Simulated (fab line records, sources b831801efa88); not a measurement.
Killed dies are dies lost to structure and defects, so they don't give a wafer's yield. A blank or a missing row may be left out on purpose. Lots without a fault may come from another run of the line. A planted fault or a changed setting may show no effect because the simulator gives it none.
One fault seen from 2 desks | flow sky130 | each desk has only its own numbers; what lay behind them comes last

THE METROLOGY DESK
What the gauges read, lot by lot, whatever tool the lot ran on: means of the sampled wafers that have a number. A lot is out of limits, marked OUT, if its mean lies more than 4 standard deviations from the usual mean; the brackets give that distance.
Columns: A = cd_nm at SKY_SD_P_CD_MEAS_07, usual 379.6 nm; B = SD_N_RS at SKY_SD_N_RS_MEAS_16, usual 68.60 ohm/sq; C = LOCAL_INTERCONNECT_TIN_RS at SKY_LOCAL_INTERCONNECT_RS_MEAS_01, usual 14.09 ohm/sq; D = LOCAL_INTERCONNECT_TIN_THK at SKY_LOCAL_INTERCONNECT_THK_MEAS_02, usual 101.6 nm
lot  | first seen here | A     | B     | C                | D
L292 | day 26 02:27    | 382.0 | 68.60 | 14.12            | 101.6
L293 | day 26 06:52    | 377.6 | 68.57 | 14.04            | 101.8
L295 | day 26 16:41    | 381.5 | 68.72 | 14.25            | 100.6
L296 | day 27 05:23    | 383.0 | 68.87 | 14.04            | 101.6
L297 | day 27 08:41    | 381.7 | 68.45 | 14.22            | 99.8
L300 | day 28 10:28    | 380.1 | 68.60 | 13.81            | 104.0
L302 | day 29 12:14    | 382.4 | 68.42 | 14.13            | 101.1
L303 | day 29 17:50    | 379.4 | 68.65 | 13.99            | 101.9
L305 | day 30 09:17    | 377.2 | 68.64 | 14.49            | 98.8
L307 | day 30 20:24    | 377.8 | 68.54 | 13.11 (-5.1) OUT | 111.5 (+7.6) OUT
L308 | day 31 02:46    | 379.8 | 68.59 | 14.00            | 101.9
L312 | day 32 07:39    | 379.2 | 68.34 | 14.20            | 100.6
L315 | day 33 14:46    | 375.3 | 68.55 | 14.30            | 100.4
This desk's finding: out of limits on L307; first on L307, day 34 09:07 (LOCAL_INTERCONNECT_TIN_RS at SKY_LOCAL_INTERCONNECT_RS_MEAS_01). In limits: L292, L293, L295, L296, L297, L300, L302, L303, L305, L308, L312, L315.

THE TOOL OWNER'S DESK: pvd_sputter-04
The tool's own readings at SKY_LOCAL_INTERCONNECT_SPUTTER_00 (material TiN, target thk 100 nm, time 83.3 s): means of the sampled wafers that have a number, for each lot that ran on this tool. A lot is out of limits, marked OUT, if its mean lies more than 4 standard deviations from the usual mean; the brackets give that distance.
Columns: A = cathode_dc_power_W at SKY_LOCAL_INTERCONNECT_SPUTTER_00, usual 6500.1 W; B = throttle_valve_pct at SKY_LOCAL_INTERCONNECT_SPUTTER_00, usual 30.2 %
lot  | first seen here | A                        | B
L293 | day 30 00:34    | 6498.6                   | 30.3
L295 | day 30 10:10    | 6500.1                   | 30.2
L300 | day 32 04:18    | 6500.4                   | 30.6
L302 | day 33 02:58    | 6499.9                   | 30.3
L303 | day 33 10:22    | 6499.3                   | 31.1
L307 | day 34 09:02    | 7119.6 (+99 or more) OUT | 30.3
This desk's finding: out of limits on L307; first on L307, day 34 09:02 (cathode_dc_power_W at SKY_LOCAL_INTERCONNECT_SPUTTER_00). In limits: L293, L295, L300, L302, L303.

PUT TOGETHER
The tool owner's desk could have raised an alarm at day 34 09:02, on L307.
The metrology desk could have raised an alarm at day 34 09:07, on L307.
Of the lots named, all ran SKY_LOCAL_INTERCONNECT_SPUTTER_00 on pvd_sputter-04.

WHAT THE SIMULATOR HAD PUT IN
Process parameter drift: pvd_sputter-04, from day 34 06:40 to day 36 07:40, at SKY_LOCAL_INTERCONNECT_SPUTTER_00. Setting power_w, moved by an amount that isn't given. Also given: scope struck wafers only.
Lots struck among those shown: L307.
Hours from the fault's start to each desk's first reading out of limits: the tool owner's desk, 2; the metrology desk, 2.
